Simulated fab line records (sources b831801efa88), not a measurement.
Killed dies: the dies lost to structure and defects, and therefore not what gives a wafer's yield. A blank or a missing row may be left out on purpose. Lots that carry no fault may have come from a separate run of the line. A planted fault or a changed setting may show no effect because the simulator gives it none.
Which tool is to blame? ; flow sky130 ; 39 wafers sampled from 13 lots at 1 step of a route of 708

## WHAT THE GAUGES READ, wafer by wafer
SKY_METAL1_OVL_MEAS_16. Usual: METAL1_OVL typically reads 3 nm, with standard deviation 6.3.
lot;measured;on;METAL1_OVL (nm);flag
L149;day 33 13:05;overlay-02;1 3 1;
L150;day 34 14:29;overlay-02;-4 0 3;
L152;day 34 21:01;overlay-02;-12 -3 1;
L153;day 35 01:34;overlay-01;3 0 -2;
L156;day 35 09:32;overlay-01;-2 3 8;
L155;day 35 12:15;overlay-01;9 4 12;
L163;day 38 12:03;overlay-02;7 1 6;
L165;day 38 13:01;overlay-01;3 -1 0;
L164;day 38 13:35;overlay-02;9 7 10;
L167;day 38 20:31;overlay-02;3 -4 -3;
L168;day 39 07:58;overlay-02;11 11 10;
L169;day 39 13:23;overlay-01;-3 -6 -4;
L171;day 39 20:41;overlay-01;-8 7 -3;

## TOOL THAT RAN EACH LOT (tool first, then ch and the chambers of the sampled wafers, then the start)
The record shows no process step preceding these readings.

## AS READ BY THE TOOLS THEMSELVES (means over the sampled wafers that have a number; for cases with no such wafer, the mark the record gives instead)
The record holds no such reading with a usual standard deviation.

## THE ANSWER, worked out from the rows above alone
Rule: take the mean of a lot's wafers that have a number; if it is more than 3 standard deviations from the usual mean, the lot is off. Also off: a lot with no number at a reading for which 4 or more lots have one. Where the step has rows for the other lots, those lots are counted as sound. Order of review: gauges by route order, followed by the tools' own readings, for which a lot's mean as printed above is used. The first step at which some lot is off is used, and at that step the reading that is off furthest; a lot without a number counts as furthest.
Nothing can be told from this: no lot is off at any reading shown.

## WHAT HAD BEEN PUT IN BY THE SIMULATOR
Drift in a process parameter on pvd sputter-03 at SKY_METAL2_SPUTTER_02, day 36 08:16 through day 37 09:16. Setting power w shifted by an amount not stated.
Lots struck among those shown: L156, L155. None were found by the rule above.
